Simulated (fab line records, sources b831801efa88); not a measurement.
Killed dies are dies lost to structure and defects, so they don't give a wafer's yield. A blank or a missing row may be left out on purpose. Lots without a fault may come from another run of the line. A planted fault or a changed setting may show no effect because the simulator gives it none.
Chamber matching | flow gf180mcu | GF_V2_CVD_02 on pecvd-03: 3 sister chambers
The step deposits SiO2 from TEOS, target thk 850 nm, time 94.851 s. 3 wafers are shown with their chamber, then 9 later ones without.

WAFERS WITH THEIR CHAMBER
wafer  | chamber | heater_power_w (W)
L083.5 | 1       | 649
L087.1 | 2       | 721
L087.4 | 0       | 612

WAFERS WITHOUT THEIR CHAMBER
wafer  | heater_power_w (W)
L089.1 | 619
L089.2 | 692
L089.4 | 754
L091.1 | 573
L091.4 | 806
L091.6 | 644
L097.2 | 536
L097.3 | 698
L097.4 | 742

WHICH CHAMBER EACH WENT THROUGH
wafer  | from the rows above          | in truth
L089.1 | can't be placed: 0 or 1      | 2
L089.2 | can't be placed: 2 or 1 or 0 | 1
L089.4 | can't be placed: 2 or 1      | 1
L091.1 | can't be placed: 0 or 1      | 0
L091.4 | can't be placed: 2 or 1      | 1
L091.6 | can't be placed: 1 or 0 or 2 | 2
L097.2 | can't be placed: 0 or 1      | 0
L097.3 | can't be placed: 2 or 1 or 0 | 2
L097.4 | can't be placed: 2 or 1      | 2
Placed correctly: 0 of 9. Can't be placed from these rows: 9 (the true chamber is among the candidates in 8). Placed wrongly: 0.
How it was worked out, from the rows above alone: a wafer's distance from a chamber is the root of the sum, over the readings, of the square of ((its reading less the chamber's mean) divided by the reading's scatter). The wafer belongs to the nearest chamber; if the next one is less than 2 further off, it can't be placed. A chamber's mean is the mean of its shown wafers. The scatter: with one shown wafer a chamber, the root of the mean of the squares of how far each hidden wafer lies from its nearest shown one.
